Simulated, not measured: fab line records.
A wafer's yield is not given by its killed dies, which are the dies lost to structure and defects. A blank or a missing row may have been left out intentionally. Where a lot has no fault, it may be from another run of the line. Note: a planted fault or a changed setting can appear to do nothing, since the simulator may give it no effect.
2 desks, one fault -- flow sfq_line -- every desk sees just its own numbers, and what lay behind them comes last

== THE METROLOGY DESK ==
Lot by lot, what the gauges showed, no matter which tool ran the lot: averages of those sampled wafers that carry a number. Marked OUT: a lot whose mean sits more than 4 standard deviations from the usual mean, which makes it out of limits; the brackets give that distance.
Columns: A = I3_BOW at SFQ_I3_BOW_MEAS_922, usual 4 um; B = I4_OVL at SFQ_I4_OVL_MEAS_928, usual 1 nm; C = M7_OVL at SFQ_M7_OVL_MEAS_945, usual 0 nm
lot,first seen here,A,B,C
L101,day 39 11:43,5,0,-0
L102,day 39 14:43,7,1,0
L103,day 39 23:35,13,5,4
L104,day 46 04:48,8,7,4
L113,day 48 09:34,4,4,1
L114,day 48 18:32,-5,-4,-4
L115,day 48 21:33,1,0,-4
L116,day 49 03:02,10,1,1
L117,day 53 21:16,7,-4,-5
L118,day 54 13:32,-3,2,-3
L119,day 54 19:07,1,-4,-8
L120,day 55 01:31,13,0,2
L121,day 55 04:07,-2,3,5
L122,day 55 07:30,8,-11,3
Finding of this desk: none of the 14 lots has anything out of limits.

== THE TOOL OWNER'S DESK: cmp-02 ==
The tool's own readings at SFQ_TRILAYER_I3_CMP_CMP_082 (polishes SiO2): means of the sampled wafers that have a number, for each lot that ran on this tool. Marked OUT: a lot whose mean sits more than 4 standard deviations from the usual mean, which makes it out of limits; the brackets give that distance.
Columns: A = head_pressure_psi at SFQ_TRILAYER_I3_CMP_CMP_082, usual 2.999 psi; B = motor_current_A at SFQ_TRILAYER_I3_CMP_CMP_082, usual 10.1 A; C = slurry_flow_ml_min at SFQ_TRILAYER_I3_CMP_CMP_082, usual 150.0; D = time_to_endpoint_s at SFQ_TRILAYER_I3_CMP_CMP_082, usual 219 s
lot,first seen here,A,B,C,D
L101,day 39 09:40,2.995,10.0,150.0,237
L102,day 39 11:40,3.003,9.7,149.5,237
L104,day 46 01:47,3.007,9.3,150.2,212
L116,day 49 00:02,2.998,9.7,149.5,210
L117,day 53 19:15,2.998,9.6,149.9,221
L119,day 54 16:07,2.997,10.3,149.8,227
L121,day 55 01:07,3.002,9.4,150.3,221
Finding of this desk: none of the 7 lots has anything out of limits.

== BROUGHT TOGETHER ==
From the metrology desk's view, nothing was out of limits.
Nothing out of limits was seen by the tool owner's desk.

== WHAT THE SIMULATOR HAD PUT IN ==
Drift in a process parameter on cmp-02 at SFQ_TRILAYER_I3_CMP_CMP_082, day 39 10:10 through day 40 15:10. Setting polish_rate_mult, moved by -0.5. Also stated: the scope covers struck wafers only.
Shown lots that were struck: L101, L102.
